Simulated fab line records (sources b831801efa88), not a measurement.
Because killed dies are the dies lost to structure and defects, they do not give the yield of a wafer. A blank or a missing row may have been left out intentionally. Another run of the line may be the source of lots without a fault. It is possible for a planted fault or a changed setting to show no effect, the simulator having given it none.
fab line records	flow gf180mcu
[record] lots = 14	wafers = 42	last_day = 34
route steps=602 shown V1@337 M2@368
lots that met no fault: taken from a fault-free run of the same line
start_h: hours from the record's first day to the start of the lot's first wafer shown	wait_h: hours since the lot's step before	" repeats the value in the row above	L1.1+2: one row covering several wafers at once	- no value present, or no start provided	* or withheld: withheld	< > ~ a bound
route shown NAME@n: NAME is a module with steps in the file, n the number in the route of the first one	usual: mean/standard deviation taken from wafers without a fault	same: alike in all rows	chamber/n: place in a boat	sites: per-site readings	_std_site: standard deviation of those values	_edge_site: inner sites' mean taken away from outer sites' mean	radius_mm: how far each site lies from the wafer's centre	mask NAME#n: copy n	behind: the most recent tool/chamber to have shaped the wafer	hold: the reason the lot was held/the length of the hold in hours/how it ended	device: names the non-switching transistor (n, p or np)	end of line: the same wafers' tests at the end of the route	a step given without rows: its recipe and nothing more	killed: count of dies lost to structure and defects at first sort (not the wafer's yield)	map: shows each die of a wafer: x if killed, . if not, _ if none is there
set.NAME: the setting that was run; set.NAME@STEP: the one run at that earlier step	model.NAME: the simulator's own value behind a step, which no gauge read
one table for each step of the route and one row for each wafer, over a sample of lots
services: a tool's chamber out of use, with start hour (start_h, from the record's first day; less than 0 if before it), hours out, and reason
[[steps]]
[step GF_V1_CVD_02]
[recipe] material = SiO2	target_thk_nm = 850	precursor = TEOS	temp_c = 400	time_s = 94.851	rf_w = 600
[usual] heater_power_w = 642/110
lot.wafer	tool	chamber	start_h	wait_h	heater_power_w
L493.2	pecvd-01	2	385.24	0.0	852
L493.4	"	1	"	"	788
L493.6	"	0	"	"	594
L494.2	pecvd-04	2	393.72	0.0	667
L494.3	"	1	"	"	619
L494.6	"	1	"	"	668
L495.1	pecvd-03	1	405.53	0.1	558
L495.4	"	2	"	"	679
L495.5	"	1	"	"	583
L496.3	pecvd-01	0	416.22	0.0	589
L496.5	"	1	"	"	653
L496.6	"	0	"	"	473
L498.1	pecvd-03	0	435.37	0.1	604
L498.3	"	1	"	"	573
L498.6	"	0	"	"	660
L501.1	pecvd-03	1	457.92	0.1	584
L501.4	"	2	"	"	654
L501.6	"	1	"	"	612
L503.1	pecvd-03	1	479.87	0.1	604
L503.2	"	0	"	"	641
L503.5	"	1	"	"	488
L504.2	pecvd-01	0	494.10	0.0	513
L504.4	"	1	"	"	763
L504.6	"	0	"	"	549
L505.1	pecvd-04	2	497.72	0.1	556
L505.2	"	1	"	"	573
L505.4	"	0	"	"	462
L509.3	pecvd-01	0	525.92	0.0	570
L509.4	"	1	"	"	661
L509.6	"	2	"	"	881
L510.2	pecvd-04	1	536.38	0.0	606
L510.4	"	0	"	"	548
L510.6	"	1	"	"	649
L512.1	pecvd-01	1	552.85	0.1	808
L512.3	"	0	"	"	573
L512.4	"	0	"	"	582
L515.3	pecvd-03	1	572.17	0.0	615
L515.5	"	2	"	"	646
L515.6	"	1	"	"	480
L516.1	pecvd-04	2	587.48	0.1	659
L516.2	"	0	"	"	570
L516.4	"	2	"	"	527
[step GF_V1_CMP_04]
[recipe] material = SiO2	down_force_psi = 4	platen_rpm = 60	pad_velocity_m_s = 0.94248
[usual] motor_current_A = 12.6/1.2	slurry_flow_ml_min = 150.0/0.47	time_to_endpoint_s = 82/7.4
lot.wafer	tool	chamber	start_h	wait_h	motor_current_A	slurry_flow_ml_min	time_to_endpoint_s
L493.4	cmp-02	2	385.67	0.3	12.4	149.7	78
L493.2	"	0	"	"	13.4	149.9	73
L493.6	"	2	"	"	12.4	149.7	78
L494.3	cmp-02	1	394.15	0.3	11.2	150.6	79
L494.2	"	2	"	"	11.9	150.6	77
L494.6	"	0	"	"	13.8	148.8	85
L495.1	cmp-01	1	405.80	0.2	12.0	150.5	77
L495.4	"	3	"	"	13.7	150.2	88
L495.5	"	2	"	"	10.5	150.8	85
L496.3	cmp-02	0	416.45	0.1	13.5	150.8	79
L496.6	"	2	"	"	12.5	150.2	80
L496.5	"	3	"	"	13.5	149.4	91
L498.3	cmp-01	2	435.50	0.0	10.2	150.0	83
L498.1	"	0	"	"	13.2	150.0	74
L498.6	"	2	"	"	10.7	151.3	93
L501.4	cmp-02	2	458.10	0.1	12.3	150.3	81
L501.1	"	0	"	"	13.8	150.7	88
L501.6	"	1	"	"	10.7	149.8	91
L503.1	cmp-02	1	480.10	0.1	11.3	149.5	80
L503.2	"	2	"	"	12.1	150.2	75
L503.5	"	0	"	"	13.4	149.9	85
L504.2	cmp-02	3	494.23	0.0	13.1	149.7	77
L504.4	"	0	"	"	14.2	150.3	76
L504.6	"	0	"	"	13.5	149.9	77
L505.1	cmp-01	0	497.85	0.1	12.9	149.5	75
L505.2	"	2	"	"	11.0	150.3	84
L505.4	"	3	"	"	14.4	149.8	102
L509.4	cmp-02	2	526.04	0.0	12.6	149.6	80
L509.3	"	3	"	"	14.7	149.4	90
L509.6	"	2	"	"	11.7	150.5	80
L510.4	cmp-02	3	536.56	0.1	13.2	150.6	94
L510.2	"	1	"	"	10.7	150.1	82
L510.6	"	2	"	"	12.8	150.2	86
L512.1	cmp-01	1	553.03	0.1	11.7	150.1	73
L512.4	"	2	"	"	10.5	150.3	79
L512.3	"	3	"	"	13.4	149.3	84
L515.3	cmp-02	0	572.56	0.3	14.2	149.2	88
L515.5	"	1	"	"	10.7	149.9	88
L515.6	"	2	"	"	11.6	149.9	91
L516.4	cmp-01	1	587.61	0.0	12.6	150.2	88
L516.1	"	3	"	"	14.2	149.5	94
L516.2	"	0	"	"	13.1	149.3	82
[step GF_M2_THK_MEAS_06]
[recipe] thk_meas_gauge = xrf	reads = AlCu_of_M2_SPUTTER_02
[usual] M2_ALCU_THK = 451/5.7
lot.wafer	tool	chamber	start_h	wait_h	M2_ALCU_THK[nm]
L493.2	film_metro-01	-	411.68	0.1	456
L493.4	"	-	"	"	445
L493.6	"	-	"	"	447
L494.2	film_metro-02	-	420.65	0.1	453
L494.3	"	-	"	"	456
L494.6	"	-	"	"	450
L495.1	film_metro-02	-	432.50	0.1	452
L495.4	"	-	"	"	449
L495.5	"	-	"	"	454
L496.3	film_metro-02	-	443.40	0.1	453
L496.5	"	-	"	"	456
L496.6	"	-	"	"	441
L498.1	film_metro-03	-	462.85	0.1	445
L498.3	"	-	"	"	442
L498.6	"	-	"	"	442
L501.1	film_metro-02	-	484.60	0.1	446
L501.4	"	-	"	"	461
L501.6	"	-	"	"	454
L503.1	film_metro-02	-	506.25	0.1	460
L503.2	"	-	"	"	456
L503.5	"	-	"	"	462
L504.2	film_metro-03	-	520.14	0.1	450
L504.4	"	-	"	"	445
L504.6	"	-	"	"	444
L505.1	film_metro-03	-	523.28	0.1	448
L505.2	"	-	"	"	449
L505.4	"	-	"	"	445
L509.3	film_metro-03	-	550.74	0.1	453
L509.4	"	-	"	"	450
L509.6	"	-	"	"	448
L510.2	film_metro-02	-	560.68	0.1	465
L510.4	"	-	"	"	468
L510.6	"	-	"	"	453
L512.1	film_metro-03	-	576.98	0.1	443
L512.3	"	-	"	"	453
L512.4	"	-	"	"	452
L515.3	film_metro-02	-	595.77	0.1	454
L515.5	"	-	"	"	461
L515.6	"	-	"	"	456
L516.1	film_metro-01	-	610.36	0.1	447
L516.2	"	-	"	"	450
L516.4	"	-	"	"	450
[step GF_M2_METAL_ETCH_16]
[recipe] chemistry = Cl2/BCl3	mask_material = KrF	target_depth_nm = 627.5	stop_on = SiO2	pressure_mtorr = 8	icp_w = 800	bias_w = 140	Cl2_flow_sccm = 80	bcl3_flow_sccm = 40	time_s = 104.6
[usual] bcl3_flow_sccm = 39.98/0.12	bias_w = 140.0/0.43	drypump_motor_current_A = 5.80/0.23	oes_product_au = 0.974/0.006	throttle_valve_pct = 28.248/0.011
lot.wafer	tool	chamber	start_h	wait_h	bcl3_flow_sccm	bias_w	drypump_motor_current_A	oes_product_au	rf_hours_counter_h	throttle_valve_pct
L493.2	rie_metal-02	0	436.33	0.0	39.94	140.3	6.34	0.977	7	28.239
L493.4	"	0	"	"	39.82	140.1	6.35	0.973	-	28.245
L493.6	"	0	"	"	39.80	139.5	6.33	0.972	-	28.238
L494.2	rie_metal-02	1	445.47	0.1	40.08	140.1	5.78	0.978	-	28.246
L494.3	"	1	"	"	40.05	140.6	5.79	0.982	-	28.257
L494.6	"	1	"	"	40.13	140.2	5.79	0.975	-	28.231
L495.1	rie_metal-01	1	457.19	0.0	39.96	139.9	5.54	0.976	9	28.245
L495.4	"	1	"	"	39.95	140.1	5.51	0.976	-	28.255
L495.5	"	1	"	"	40.08	139.6	5.50	0.981	-	28.256
L496.3	rie_metal-03	1	467.98	0.1	40.02	140.2	5.71	0.964	-	28.261
L496.5	"	1	"	"	39.82	139.8	5.68	0.980	-	28.227
L496.6	"	0	"	"	39.96	140.3	5.72	0.958	-	28.257
L498.1	rie_metal-03	0	487.33	0.0	40.12	140.1	5.73	0.972	6	28.263
L498.3	"	1	"	"	40.30	139.8	5.70	0.968	-	28.272
L498.6	"	0	"	"	40.00	140.9	5.73	0.969	-	28.254
L501.1	rie_metal-02	0	508.34	0.0	39.89	140.7	6.34	0.965	9	28.244
L501.4	"	1	"	"	39.79	140.0	5.80	0.984	-	28.242
L501.6	"	1	"	"	39.86	140.1	5.80	0.979	-	28.243
L503.1	rie_metal-03	0	528.94	0.0	39.81	139.6	5.72	0.984	7	28.261
L503.2	"	1	"	"	39.97	139.8	5.72	0.977	5	28.223
L503.5	"	0	"	"	39.75	139.8	5.72	0.979	-	28.232
L504.2	rie_metal-01	0	542.94	0.0	-	-	-	-	-	-
L504.4	"	1	"	"	-	-	-	-	-	-
L504.6	"	1	"	"	-	-	-	-	-	-
L505.1	rie_metal-03	0	545.49	0.0	-	-	-	-	-	-
L505.2	"	1	"	"	-	-	-	-	-	-
L505.4	"	1	"	"	-	-	-	-	-	-
L509.3	rie_metal-03	1	572.12	0.1	39.87	139.4	5.69	0.971	-	28.267
L509.4	"	0	"	"	40.05	140.2	5.72	0.966	-	28.242
L509.6	"	1	"	"	39.80	139.2	5.72	0.973	-	28.250
L510.2	rie_metal-02	1	581.60	0.0	40.02	139.4	5.76	0.977	13	28.231
L510.4	"	1	"	"	40.10	139.6	5.76	0.980	-	28.234
L510.6	"	0	"	"	40.18	139.8	6.35	0.974	-	28.259
L512.1	rie_metal-03	0	597.93	0.0	39.84	139.9	5.72	0.957	9	28.256
L512.3	"	0	"	"	39.99	140.4	5.72	0.981	-	28.248
L512.4	"	0	"	"	39.88	140.4	5.74	0.971	-	28.251
L515.3	rie_metal-01	0	616.13	0.1	40.06	140.0	5.93	0.974	-	28.237
L515.5	"	1	"	"	40.11	140.3	5.53	0.975	-	28.244
L515.6	"	0	"	"	39.82	139.9	5.91	0.967	-	28.247
L516.1	rie_metal-01	0	630.93	0.0	39.97	139.7	5.91	0.973	4	28.229
L516.2	"	1	"	"	40.23	139.1	5.57	0.977	13	28.242
L516.4	"	1	"	"	40.16	138.9	5.54	0.973	-	28.239
[step GF_M2_STRIP_17]
[recipe] chemistry = O2/N2	power_w = 1400	pressure_mtorr = 1500	platen_temp_c = 250	o2_flow_sccm = 3000	n2_flow_sccm = 300	overash_fraction = 0.5
[usual] drypump_motor_current_A = 5.6/0.46	heater_power_w = 325/20	oes_product_au = 0.557/0.0049	strip_time_to_endpoint_s = 7.84/0.061
lot.wafer	tool	chamber	start_h	wait_h	drypump_motor_current_A	heater_power_w	oes_product_au	rf_hours_counter_h	strip_time_to_endpoint_s
L493.2	plasma_asher-02	0	436.44	0.1	5.2	337	0.557	62	7.91
L493.4	"	0	"	"	5.2	340	0.563	-	7.89
L493.6	"	1	"	"	5.2	306	0.553	-	7.91
L494.2	plasma_asher-03	1	445.66	0.1	5.4	357	0.557	83	7.77
L494.3	"	0	"	"	6.5	312	0.551	-	7.78
L494.6	"	0	"	"	6.5	307	0.560	-	7.80
L495.1	plasma_asher-02	1	457.41	0.2	5.2	313	0.552	64	7.82
L495.4	"	1	"	"	5.2	299	0.561	-	7.80
L495.5	"	1	"	"	5.2	311	0.545	-	7.80
L496.3	plasma_asher-03	0	468.08	0.1	6.6	305	0.561	-	7.90
L496.5	"	1	"	"	5.4	365	0.562	-	7.87
L496.6	"	0	"	"	6.5	312	0.550	-	7.90
L498.1	plasma_asher-01	1	487.44	0.1	6.1	351	0.563	38	7.90
L498.3	"	0	"	"	5.8	300	0.558	-	7.90
L498.6	"	0	"	"	5.8	303	0.555	-	7.88
L501.1	plasma_asher-02	0	508.45	0.1	5.2	333	0.556	69	7.95
L501.4	"	0	"	"	5.2	335	0.554	-	7.77
L501.6	"	0	"	"	5.2	337	0.556	-	7.77
L503.1	plasma_asher-02	0	529.05	0.1	5.2	342	0.560	71	7.90
L503.2	"	1	"	"	5.2	309	0.555	71	7.87
L503.5	"	0	"	"	5.3	340	0.564	-	7.95
L504.2	plasma_asher-01	0	543.05	0.1	5.8	304	0.661	44	10.23
L504.4	"	1	"	"	6.0	348	0.665	-	10.24
L504.6	"	1	"	"	6.0	344	0.657	-	10.22
L505.1	plasma_asher-02	0	545.60	0.1	5.2	333	0.659	73	10.26
L505.2	"	1	"	"	5.2	301	0.657	73	10.22
L505.4	"	1	"	"	5.2	308	0.662	-	10.23
L509.3	plasma_asher-03	1	572.23	0.1	5.4	359	0.549	-	7.87
L509.4	"	0	"	"	6.5	299	0.565	-	7.92
L509.6	"	0	"	"	6.6	308	0.558	-	7.93
L510.2	plasma_asher-01	1	581.71	0.1	6.0	340	0.556	48	7.70
L510.4	"	0	"	"	5.8	304	0.551	-	7.71
L510.6	"	1	"	"	6.0	355	0.560	-	7.88
L512.1	plasma_asher-02	1	598.16	0.2	5.2	309	0.559	78	7.88
L512.3	"	0	"	"	5.2	335	0.560	-	7.90
L512.4	"	1	"	"	5.2	304	0.554	-	7.86
L515.3	plasma_asher-03	1	616.24	0.1	5.4	357	0.559	-	7.89
L515.5	"	1	"	"	5.4	356	0.558	-	7.78
L515.6	"	0	"	"	6.6	307	0.558	-	7.80
L516.1	plasma_asher-02	1	631.05	0.1	5.2	311	0.558	82	7.83
L516.2	"	0	"	"	5.2	332	0.555	82	7.78
L516.4	"	1	"	"	5.2	310	0.553	-	7.79
[[services]]
tool	chamber	start_h	hours	kind
pecvd-01	-	368.88	14.0	pm
cmp-01	-	383.43	4.6	repair
cmp-01	-	386.30	0.9	repair
cmp-01	-	389.38	14.9	pm
rie_metal-02	-	397.73	1.9	repair
cmp-02	-	404.00	4.0	pm
rie_metal-01	0	417.85	22.5	repair
rie_metal-02	0	437.60	18.4	repair
cmp-02	-	450.38	2.1	repair
pecvd-03	-	467.81	0.8	repair
rie_metal-03	-	471.21	2.8	pm
plasma_asher-02	-	472.49	1.0	repair
pecvd-01	2	508.37	16.6	repair
pecvd-01	-	530.64	1.6	repair
pecvd-04	-	546.15	1.3	repair
cmp-02	-	547.63	4.4	pm
cmp-02	-	552.87	0.3	repair
cmp-01	-	572.00	4.0	pm
pecvd-03	-	583.17	1.6	repair
pecvd-03	-	591.12	14.0	pm
rie_metal-03	1	594.33	10.1	repair
pecvd-01	2	603.73	4.2	repair
cmp-02	-	610.37	0.2	repair
pecvd-03	1	627.32	8.3	repair
[[key]]
[first_sign] step = GF_M2_METAL_ETCH_16	reading = tool_record	direction = missing
[effect] step = GF_M2_STRIP_17	reading = strip_time_to_endpoint_s	direction = up	sigmas = 39	usual = *	struck = *
met_at GF_M2_METAL_ETCH_16
struck_lots L504,L505
later_rows_left_out L504.2,L504.4,L504.6,L505.1,L505.2,L505.4
sort_left_out L504.2,L504.4,L504.6,L505.1,L505.2,L505.4
not_acting_at GF_V1_CVD_02,GF_V1_CMP_04,GF_M2_THK_MEAS_06
onset_between 528.94 542.94
[fault] kind = skipped_step_whole	tool = rie_metal-01,rie_metal-03	chamber = -	onset_h = 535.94	steps = GF_M2_METAL_ETCH_16	scope = struck_lots_only
// sort_left_out: the simulated sort isn't trusted on such a fault, so these wafers' sort isn't shown, and their yield isn't known
// later_rows_left_out: the simulator's readings of these wafers behind a module that went badly wrong aren't trusted and aren't shown, but for the sort
